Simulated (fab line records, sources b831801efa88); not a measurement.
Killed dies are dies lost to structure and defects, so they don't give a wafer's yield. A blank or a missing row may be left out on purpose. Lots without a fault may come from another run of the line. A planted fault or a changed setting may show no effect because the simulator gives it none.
fab line records | flow sky130 | part 2 of 2: steps 23 to 35 of 35
record lots=5 wafers=15 last_day=51
route steps=708 shown RES_PROTECT@214 POLY_GATE@217 LDD_N@237
lots that met no fault: from a run of the same line without faults
start_h: hours from the record's first day to the start of the lot's first wafer shown | wait_h: hours since the lot's step before | " the same as in the row above | L1.1+2: a row that stands for several wafers | - no value, or no start given | * or withheld: withheld | < > ~ a bound
route shown NAME@n: a module of which the file shows steps, and the number in the route of the first | usual: mean/standard deviation of fault-free wafers | same: alike in all rows | chamber/n: place in a boat | sites: the reading at each site | _std_site: their standard deviation | _edge_site: outer sites' mean less inner sites' | radius_mm: how far each site lies from the wafer's centre | mask NAME#n: copy n | behind: the tool/chamber that last shaped the wafer | hold: why the lot was held/for how many hours/how that ended | device: the transistor (n, p or np) that didn't switch | end of line: the same wafers' tests at the end of the route | a step without rows: its recipe alone | killed: dies lost to structure and defects at the first sort, not the wafer's yield | map: a wafer's dies, x killed, . not, _ none there
set.NAME: the setting as run; set.NAME@STEP: as run at that earlier step | model.NAME: the simulator's own value behind a step, which no gauge read
lots at some steps of the route; a table a step, a row a wafer
services: from which hour (start_h, from the record's first day; less than 0 if before it) a tool's chamber was out of use, for how many hours, and why
## steps
# step SKY_POLY_GATE_CD_MEAS_22
# usual cd_nm=149.5/2.2
# columns lot.wafer tool chamber start_h wait_h cd_nm
L075.1 cd_sem-01 - 404.64 0.1 146.6
L075.2 " - " " 147.5
L075.5 " - " " 147.2
L079.2 cd_sem-01 - 440.27 0.1 152.3
L079.3 " - " " 148.3
L079.4 " - " " 147.7
L080.1 cd_sem-01 - 446.59 0.1 150.5
L080.2 " - " " 150.2
L080.5 " - " " 150.9
L084.1 cd_sem-01 - 485.54 0.1 150.6
L084.5 " - " " 151.4
L084.6 " - " " 149.8
L097.3 cd_sem-02 - 583.64 0.1 145.1
L097.5 " - " " 145.6
L097.6 " - " " 149.3
# step SKY_LDD_N_DEHYDRATE_00
# recipe temp_c=200 time_s=60
# usual resist_line_temp_C=23.00/0.12
# columns lot.wafer tool chamber start_h wait_h resist_line_temp_C
L075.1 litho_track-03 0 418.99 14.3 23.09
L075.2 " 0 " " 22.92
L075.5 " 0 " " 23.12
L079.2 litho_track-03 0 455.51 15.2 22.91
L079.3 " 0 " " 22.96
L079.4 " 0 " " 22.99
L080.1 litho_track-03 0 462.68 16.1 22.99
L080.2 " 0 " " 23.19
L080.5 " 0 " " 23.10
L084.1 litho_track-04 0 501.08 15.5 22.78
L084.5 " 0 " " 22.93
L084.6 " 0 " " 22.76
L097.3 litho_track-02 0 598.17 14.5 23.10
L097.5 " 0 " " 23.20
L097.6 " 0 " " 23.11
# step SKY_LDD_N_HMDS_01
# recipe prime_time_s=60 prime_temp_c=120
# usual resist_line_temp_C=22.98/0.095
# same prime_time_s=60
# columns lot.wafer tool chamber start_h wait_h resist_line_temp_C
L075.1 litho_track-03 0 419.14 0.1 23.05
L075.2 " 0 " " 23.02
L075.5 " 0 " " 23.01
L079.2 litho_track-03 0 455.66 0.1 23.03
L079.3 " 0 " " 23.10
L079.4 " 0 " " 22.91
L080.1 litho_track-03 0 462.83 0.1 23.11
L080.2 " 0 " " 23.09
L080.5 " 0 " " 23.03
L084.1 litho_track-04 0 501.23 0.1 22.97
L084.5 " 0 " " 22.85
L084.6 " 0 " " 23.11
L097.3 litho_track-02 0 598.32 0.1 23.10
L097.5 " 0 " " 22.96
L097.6 " 0 " " 22.88
# step SKY_LDD_N_COAT_02
# recipe resist=NOVOLAK spin_rpm=3000 resist_thk_nm=300
# usual resist_line_temp_C=22.99/0.1
# columns lot.wafer tool chamber start_h wait_h resist_line_temp_C
L075.1 litho_track-03 0 419.29 0.1 23.20
L075.2 " 0 " " 23.11
L075.5 " 0 " " 23.07
L079.2 litho_track-03 0 455.81 0.1 22.75
L079.3 " 0 " " 22.89
L079.4 " 0 " " 23.11
L080.1 litho_track-03 0 462.98 0.1 23.02
L080.2 " 0 " " 23.00
L080.5 " 0 " " 22.96
L084.1 litho_track-04 0 501.38 0.1 23.05
L084.5 " 0 " " 22.84
L084.6 " 0 " " 23.08
L097.3 litho_track-02 0 598.47 0.1 22.86
L097.5 " 0 " " 22.86
L097.6 " 0 " " 22.75
# step SKY_LDD_N_SOFTBAKE_03
# recipe temp_c=90 time_s=60 resist=NOVOLAK
# usual resist_line_temp_C=23.01/0.11
# columns lot.wafer tool chamber start_h wait_h resist_line_temp_C
L075.1 litho_track-03 0 419.44 0.1 23.02
L075.2 " 0 " " 23.15
L075.5 " 0 " " 23.18
L079.2 litho_track-03 0 455.96 0.1 22.95
L079.3 " 0 " " 22.91
L079.4 " 0 " " 23.05
L080.1 litho_track-03 0 463.13 0.1 23.12
L080.2 " 0 " " 22.81
L080.5 " 0 " " 22.93
L084.1 litho_track-04 0 501.53 0.1 23.11
L084.5 " 0 " " 23.07
L084.6 " 0 " " 23.17
L097.3 litho_track-02 0 598.62 0.1 22.96
L097.5 " 0 " " 22.99
L097.6 " 0 " " 22.91
# step SKY_LDD_N_EXPOSE_04
# recipe mask_id=NTM target_cd_nm=840 na=0.6 source_shape=conventional sigma_outer=0.6 dose_mj=110
# same sigma_outer=0.6
# columns lot.wafer tool chamber start_h wait_h mask
L075.1+2+5 iline_stepper-01 0 - - NTM#0
L079.2+3+4 iline_stepper-01 0 - - NTM#0
L080.1+2+5 iline_stepper-02 0 - - NTM#0
L084.1+5+6 iline_stepper-02 0 - - NTM#0
L097.3+5+6 iline_stepper-01 0 - - NTM#0
# step SKY_LDD_N_PEB_05
# recipe temp_c=withheld time_s=* resist=NOVOLAK
# usual resist_line_temp_C=*
# columns lot.wafer tool chamber start_h wait_h resist_line_temp_C
L075.1 litho_track-03 0 - - *
L075.2 " 0 " " *
L075.5 " 0 " " *
L079.2 litho_track-02 0 - - *
L079.3 " 0 " " *
L079.4 " 0 " " *
L080.1 litho_track-03 0 - - *
L080.2 " 0 " " *
L080.5 " 0 " " *
L084.1 litho_track-04 0 - - *
L084.5 " 0 " " *
L084.6 " 0 " " *
L097.3 litho_track-04 0 - - *
L097.5 " 0 " " *
L097.6 " 0 " " *
# step SKY_LDD_N_DEVELOP_06
# recipe develop_time_s=60 dev_temp_c=23
# usual resist_line_temp_C=23.00/0.1
# columns lot.wafer tool chamber start_h wait_h resist_line_temp_C
L075.1 litho_track-03 0 435.59 0.1 22.93
L075.2 " 0 " " 23.02
L075.5 " 0 " " 23.07
L079.2 litho_track-02 0 471.80 0.1 23.03
L079.3 " 0 " " 22.93
L079.4 " 0 " " 23.14
L080.1 litho_track-03 0 479.53 0.1 23.10
L080.2 " 0 " " 23.21
L080.5 " 0 " " 23.32
L084.1 litho_track-04 0 517.68 0.1 22.89
L084.5 " 0 " " 23.05
L084.6 " 0 " " 22.96
L097.3 litho_track-04 0 612.73 0.1 23.00
L097.5 " 0 " " 23.02
L097.6 " 0 " " 22.91
# step SKY_LDD_N_OVL_MEAS_07
# usual LDD_N_OVL=0.1/1
# columns lot.wafer tool chamber start_h wait_h LDD_N_OVL[nm]
L075.1 overlay-01 - 435.74 0.1 2.3
L075.2 " - " " 0.3
L075.5 " - " " -0.8
L079.2 overlay-02 - 471.93 0.1 -1.4
L079.3 " - " " 0.4
L079.4 " - " " 1.3
L080.1 overlay-02 - 479.68 0.1 -0.4
L080.2 " - " " -0.2
L080.5 " - " " 2.2
L084.1 overlay-01 - 517.83 0.1 -0.3
L084.5 " - " " 0.3
L084.6 " - " " -1.5
L097.3 overlay-01 - 612.84 0.1 1.0
L097.5 " - " " 1.6
L097.6 " - " " 2.7
# step SKY_LDD_N_IMPLANT_08
# recipe species=As energy_kev=20 dose_cm2=7.5e+13 tilt_deg=withheld rotation_deg=23
# columns lot.wafer tool chamber start_h wait_h
L075.1+2+5 implanter-03 0 435.77 0.0
L079.2+3+4 implanter-03 0 471.98 0.0
L080.1+2+5 implanter-04 0 479.72 0.0
L084.1+5+6 implanter-03 0 517.87 0.0
L097.3+5+6 implanter-04 0 612.92 0.1
# step SKY_LDD_N_IMPLANT_09
# recipe species=As energy_kev=20 dose_cm2=7.5e+13 tilt_deg=withheld rotation_deg=113
# columns lot.wafer tool chamber start_h wait_h
L075.1+2+5 implanter-03 0 436.83 1.0
L079.2+3+4 implanter-03 0 472.13 0.1
L080.1+2+5 implanter-04 0 479.87 0.1
L084.1+5+6 implanter-03 0 518.02 0.1
L097.3+5+6 implanter-04 0 613.07 0.1
# step SKY_LDD_N_IMPLANT_10
# recipe species=As energy_kev=20 dose_cm2=7.5e+13 tilt_deg=withheld rotation_deg=203
# columns lot.wafer tool chamber start_h wait_h
L075.1+2+5 implanter-03 0 436.98 0.1
L079.2+3+4 implanter-03 0 472.28 0.1
L080.1+2+5 implanter-04 0 480.02 0.1
L084.1+5+6 implanter-03 0 518.17 0.1
L097.3+5+6 implanter-04 0 613.22 0.1
# step SKY_LDD_N_IMPLANT_11
# recipe species=As energy_kev=20 dose_cm2=7.5e+13 tilt_deg=withheld rotation_deg=293
# columns lot.wafer tool chamber start_h wait_h
L075.1+2+5 implanter-03 0 437.13 0.1
L079.2+3+4 implanter-03 0 472.43 0.1
L080.1+2+5 implanter-04 0 480.17 0.1
L084.1+5+6 implanter-03 0 518.32 0.1
L097.3+5+6 implanter-04 0 613.37 0.1
## services
# columns tool chamber start_h hours kind
plasma_asher-02 - 379.57 15.6 pm
implanter-03 - 384.40 1.7 repair
implanter-04 - 386.70 1.0 repair
plasma_asher-02 - 397.34 2.3 repair
plasma_asher-02 - 406.27 2.1 repair
implanter-03 - 420.07 3.5 pm
plasma_asher-02 - 421.25 9.0 pm
lpcvd-02 - 426.39 6.0 pm
implanter-03 - 426.73 5.6 repair
rie_diel-01 2 451.57 7.2 repair
plasma_asher-02 - 460.03 6.1 repair
rie_diel-01 2 466.41 5.6 repair
plasma_asher-02 - 471.63 1.5 repair
plasma_asher-02 - 475.92 5.5 repair
implanter-03 - 477.69 0.7 repair
implanter-04 - 527.80 0.9 repair
implanter-04 - 530.71 0.7 repair
rie_diel-01 0 535.97 7.2 repair
rie_diel-01 1 552.56 10.0 repair
implanter-04 - 559.85 2.7 repair
furnace-02 - 583.53 4.6 pm
rie_diel-01 0 588.43 4.4 repair
lpcvd-02 - 602.63 2.8 pm
rie_diel-01 2 605.44 13.3 repair
